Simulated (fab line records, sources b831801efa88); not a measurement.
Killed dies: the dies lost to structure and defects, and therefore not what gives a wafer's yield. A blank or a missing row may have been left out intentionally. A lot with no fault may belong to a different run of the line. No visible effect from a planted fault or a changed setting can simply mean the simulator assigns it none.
Problem report in the 8D (eight disciplines) form, filled by code / flow gf180mcu / the parts of the form that need people (team, actions taken, sign-off) are left out

## 1. WHAT IS WRONG
run length s at GF_V3_CVD_02 reads a mean of 118.3 s on 6 wafers of 2 lots; wafers without a fault read 122.7 s with a standard deviation of 0.47. Measured from the usual mean, that is -9.4 standard deviations.
The step: deposits SiO2 from TEOS, target thk 850 nm, time 94.851 s.
First seen on wafer L848.2, day 26 07:32, on pecvd-03. Wafers with a number at this step in the record: 18, from 6 lots. The rule behind "out" and "out of limits": a value lying over 4 standard deviations away from the usual mean. All remaining wafers that have a number are taken as sound.

## 2. WHAT THIS IS AND IS NOT
question=which readings at this step | is=run length s | is not=heater power outer w, heater power w
question=which lots | is=L848, L849 | is not=L837, L842, L856, L858
question=which wafers of those lots | is=all that have a number | is not=-
question=read on which tools | is=pecvd-03 | is not=pecvd-01, pecvd-04
question=when | is=from day 26 07:32 | is not=up to then (6 sound wafers); but 6 sound wafers of L856, L858 came after

## 3. SUSPECTS, AND WHAT RULES EACH OUT
Counting: a tool at a process step up to the reading stays a suspect if it ran every lot that is out and no sound lot after the first of them.
- rie metal-01 at GF_M3_METAL_ETCH_16 (etches the open film in Cl2/BCl3, stops on SiO2, target depth 750.8 nm, time 125.1 s): kept. It processed each lot that is out, first L848 at day 26 06:44, and no sound lot thereafter; up to then, the last sound lot it processed was L837 at day 22 19:46.
- pecvd-03 at GF_V3_CVD_02 (deposits SiO2 from TEOS, target thk 850 nm, time 94.851 s): kept. It processed each lot that is out, first L848 at day 26 07:32, and no sound lot thereafter; up to then, the last sound lot it processed was L837 at day 22 20:33. Out on those wafers are its own readings of run length s.
Remaining after the count are rie metal-01 at GF_M3_METAL_ETCH_16 and pecvd-03 at GF_V3_CVD_02.

## 4. THE CAUSE (what the simulator had put in)
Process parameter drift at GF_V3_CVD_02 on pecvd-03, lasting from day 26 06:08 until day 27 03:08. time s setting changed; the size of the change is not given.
This tool is one of the 2 suspects left after counting.

## 5. SEQUENCE OF EFFECTS, ordered by route
Rows list readings where the struck wafers' mean (over those with a number) sits beyond 3 standard deviations from the usual. Only readings whose record carries a usual standard deviation are examined. hours: median over the lots of the time between each lot's start at the first step of this table that gives one and its start at this step. sigmas: the change, counted in usual standard deviations.
hours=0; step=GF_V3_CVD_02; reading=run length s; usual=122.7 s; on struck wafers=118.3; change=-4.4; sigmas=-9.4
Process steps it contains:
- GF_V3_CVD_02: deposits SiO2 from TEOS, target thk 850 nm, time 94.851 s.
Later steps that measure or inspect, where all struck wafers having a row at the step show a number for every such reading and not one has moved that far: GF_V3_THK_MEAS_03.

## 6. HOW IT WOULD HAVE BEEN CAUGHT EARLIER
In this record the first reading out of limits was taken at day 26 07:32, 1 hour after the fault began at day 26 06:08.
